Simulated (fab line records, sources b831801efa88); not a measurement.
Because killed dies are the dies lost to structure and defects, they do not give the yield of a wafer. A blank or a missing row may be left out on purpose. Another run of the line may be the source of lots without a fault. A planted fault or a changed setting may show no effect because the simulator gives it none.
Problem report, 8D (eight disciplines) form, completed by code ; flow gf180mcu ; the parts of the form that need people (team, actions taken, sign-off) are left out

== 1. THE ISSUE ==
GF_V1_CVD_23, chamber-pressure-Torr: mean 40.92 Torr over 1 wafer from 1 lot; wafers with no fault: 39.99 Torr, standard deviation 0.1. Measured from the usual mean, that is +9.3 standard deviations.
The step: deposits W, target thk 350 nm, time 105.05 s.
Earliest sighting: wafer L464.5 on cvd-w-01 at day 22 12:08. The record holds 39 wafers of 13 lots with a number at this step. By rule, "out" or "out of limits" means more than 4 standard deviations away from the usual mean. The rest of the wafers with a number are treated as sound.

== 2. WHAT IT IS AND WHAT IT IS NOT ==
question;is;is not
which readings at this step;chamber-pressure-Torr;heater-power-w
which lots;L464;L454, L455, L456, L459, L460, L461, L462, L463, L473, L474, L475, L476
which wafers of those lots;L464.5;L464.4, L464.6
read on which tools;cvd-w-01;cvd-w-02
when;from day 22 12:08;"up to then (26 sound wafers); but 12 sound wafers of L473, L474, L475, L476 came after"

== 3. WHAT RULES OUT EACH SUSPECT ==
Counting: any tool at a process step up to the reading remains a suspect provided it ran every lot that is out. Sound lots after the first of them don't rule it out here, since some wafers of a struck lot are sound.
- pvd-sputter-04 at GF_CONTACT_SPUTTER_22 (material Ti, target thk 15 nm, time 80.02 s): kept. It ran the lot that is out, L464 (day 20 07:49); its last sound lot up to then is L460 (day 19 06:27).
- cvd-w-01 at GF_V1_CVD_23 (deposits W, target thk 350 nm, time 105.05 s): kept. It ran the lot that is out, L464 (day 22 12:08); its last sound lot up to then is L462 (day 21 21:44). Its own readings are out on those wafers: chamber-pressure-Torr.
- At GF_V1_CVD_23 on cvd-w-01, chamber 0 took the sound wafers of the same lots and chamber 1 took the wafers that are out.
Remaining after the count are pvd-sputter-04 at GF_CONTACT_SPUTTER_22 and cvd-w-01 at GF_V1_CVD_23.

== 4. THE CAUSE (what the simulator had put in) ==
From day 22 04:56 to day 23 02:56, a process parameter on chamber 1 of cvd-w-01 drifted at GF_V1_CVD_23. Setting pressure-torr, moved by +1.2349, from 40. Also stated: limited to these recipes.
2 suspects survive the count, and this tool is in that group.

== 5. THE CHAIN OF EFFECTS, in route order ==
Each row: a reading where the mean over the struck wafers with a number is more than 3 standard deviations away from the usual. Readings are gone through only where the record gives a usual standard deviation; hours: the median, over the lots, of the time from a lot's start at the first step in this table giving one to that lot's start at this step; sigmas: the change measured in usual standard deviations.
hours;step;reading;usual;on struck wafers;change;sigmas
0;GF_V1_CVD_23;chamber-pressure-Torr;39.99 Torr;40.92;+0.93;+9.3
The process steps in it:
- GF_V1_CVD_23: deposits W, target thk 350 nm, time 105.05 s.
Later steps that measure or inspect, where all struck wafers having a row at the step show a number for every such reading and not one has moved that far: GF_V2_THK_MEAS_01.

== 6. WHAT WOULD HAVE CAUGHT IT SOONER ==
7 hours passed between the start of the fault at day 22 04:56 and the first reading out of limits in this record, taken at day 22 12:08.
